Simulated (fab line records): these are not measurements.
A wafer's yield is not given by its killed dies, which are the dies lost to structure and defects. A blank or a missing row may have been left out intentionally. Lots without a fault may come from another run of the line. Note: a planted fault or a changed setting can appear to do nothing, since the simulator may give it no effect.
A lot that was struck, set against a sound lot || flow gf180mcu || 18 out of 602 route steps
Sound: these wafers, L398.1, L398.4, L398.5. Struck: wafer L407.5. (L407.1, L407.6 of the same lot were not struck and are left out.) The cause comes at the end.
At each step with rows: each side's tool, then ch and its chambers, then its first start. Under that, the readings that differ: sound wafers || struck wafers || difference of the means || sigmas: that difference in standard deviations of wafers without a fault.
alike: a reading whose means differ by less than 2 such deviations, as well as words and numbers matching on both sides. not compared: withheld readings; readings where some wafer has no value; bounds like >300 that might hide an equal value; numbers whose values overlap and for which the record gives no deviation.
The two part at a step that has a row with sigmas, a row that says differs or no value, or rows on one side only. Non-overlapping numbers with no deviation appear without sigmas and do not part them. Lack of a reading on every wafer of one side parts them only where that side has two or more wafers.

first, 2 steps without rows for these wafers: GF_CONTACT_PEB_12 (peb time 90 s); GF_CONTACT_DEVELOP_13 (develop time 60 s).
GF_CONTACT_CD_MEAS_14: the cd target is 220 nm.
  sound on cd_sem-02, day 17 15:05; struck on cd_sem-02, day 20 22:45
{"reading": "cd_nm (nm)", "sound": "217.2 217.3 216.6", "struck": 220.8, "difference": "+3.8", "sigmas": "+3"}
GF_CONTACT_OVL_MEAS_15:
  sound on overlay-02, day 17 15:13; struck on overlay-02, day 20 22:52
  alike: CONTACT_OVL
GF_CONTACT_ETCH_16: etches BARC in N2/H2.
  sound on rie_diel-03 ch 0,1,2, day 17 15:14; struck on rie_diel-03 ch 0, day 20 22:55
{"reading": "oes_product_au (a.u.)", "sound": "0.851 0.849 0.851", "struck": 0.863, "difference": "+0.013", "sigmas": "+2"}
  alike: drypump_motor_current_A, rf_fwd_power_W, throttle_valve_pct
GF_CONTACT_ETCH_17: etches SiO2 in C4F8/O2/Ar, stops on CoSi2, target depth 860 nm.
  sound on rie_diel-03 ch 0,1,2; struck on rie_diel-03 ch 0
  alike: oes_product_au, rf_fwd_power_W
GF_CONTACT_STRIP_18: strips in O2/N2.
  sound on plasma_asher-03 ch 0,1, day 17 15:24; struck on plasma_asher-04 ch 0, day 20 23:04
  alike: drypump_motor_current_A, heater_power_w, oes_product_au
  not compared: rf_hours_counter_h
then, 3 steps without rows for these wafers: GF_CONTACT_CLEAN_19 (cleans in SPM); GF_CONTACT_CLEAN_20 (cleans in DIW); GF_CONTACT_CLEAN_21 (cleans in dHF, time 20 s).
GF_CONTACT_SPUTTER_22: material Ti, target thk 15 nm, time 80.02 s.
  sound on pvd_sputter-04, day 17 15:43; struck on pvd_sputter-03, day 20 23:28
  alike: throttle_valve_pct
then, 1 step without rows for these wafers: GF_CONTACT_SPUTTER_23 (material TiN, target thk 10 nm, time 40 s).
GF_CONTACT_CVD_24: deposits W, target thk 300 nm, time 90.339 s.
  sound on cvd_w-01 ch 1, day 17 15:49; struck on cvd_w-01 ch 0, day 20 23:34
{"reading": "model.W_of_CONTACT_CVD_24.thk_nm (nm)", "sound": "302.9 302.4 302.2", "struck": 238.5, "difference": -64.0, "sigmas": ""}
  alike: chamber_pressure_Torr, heater_power_w
GF_CONTACT_RS_MEAS_25: a four-point-probe measurement.
  sound on film_metro-01, day 17 15:55; struck on film_metro-03, day 20 23:40
{"reading": "CONTACT_W_RS (ohm/sq)", "sound": "0.380 0.381 0.381", "struck": 0.483, "difference": "+0.102", "sigmas": "+24"}
GF_CONTACT_THK_MEAS_26: measures by xrf.
  sound on film_metro-01, day 17 16:02; struck on film_metro-03, day 20 23:47
{"reading": "CONTACT_W_THK (nm)", "sound": "304 304 304", "struck": 236, "difference": -68, "sigmas": -18}
GF_CONTACT_CMP_27: polishes, stops on SiO2, t overpolish 15 s, target thk 0 nm.
  sound on cmp-02 ch 0,1,2, day 17 16:08; struck on cmp-02 ch 3, day 20 23:50
{"reading": "time_to_endpoint_s (s)", "sound": "76 77 81", "struck": 53, "difference": -25, "sigmas": -8}
  alike: motor_current_A
GF_M1_SPUTTER_00: material Ti, target thk 37.5 nm, time 150 s.
  sound on pvd_sputter-03, day 17 16:23; struck on pvd_sputter-01, day 21 00:08
  alike: throttle_valve_pct
-- the record jumps here: 12 days lie between the struck wafers' starts before and after (it left off in module M1 and takes up again in module PASSIVATION, whose first step shown is number 602 of the route) --
GF_PASSIVATION_PROBE_99:
  record: rows for the struck wafers here (prober-02, day 32 19:16), none for the sound ones

== WHERE THEY PART ==
Last at GF_PASSIVATION_PROBE_99 as far as this record goes, first at GF_CONTACT_CD_MEAS_14.

WHY: whatever the simulator had introduced
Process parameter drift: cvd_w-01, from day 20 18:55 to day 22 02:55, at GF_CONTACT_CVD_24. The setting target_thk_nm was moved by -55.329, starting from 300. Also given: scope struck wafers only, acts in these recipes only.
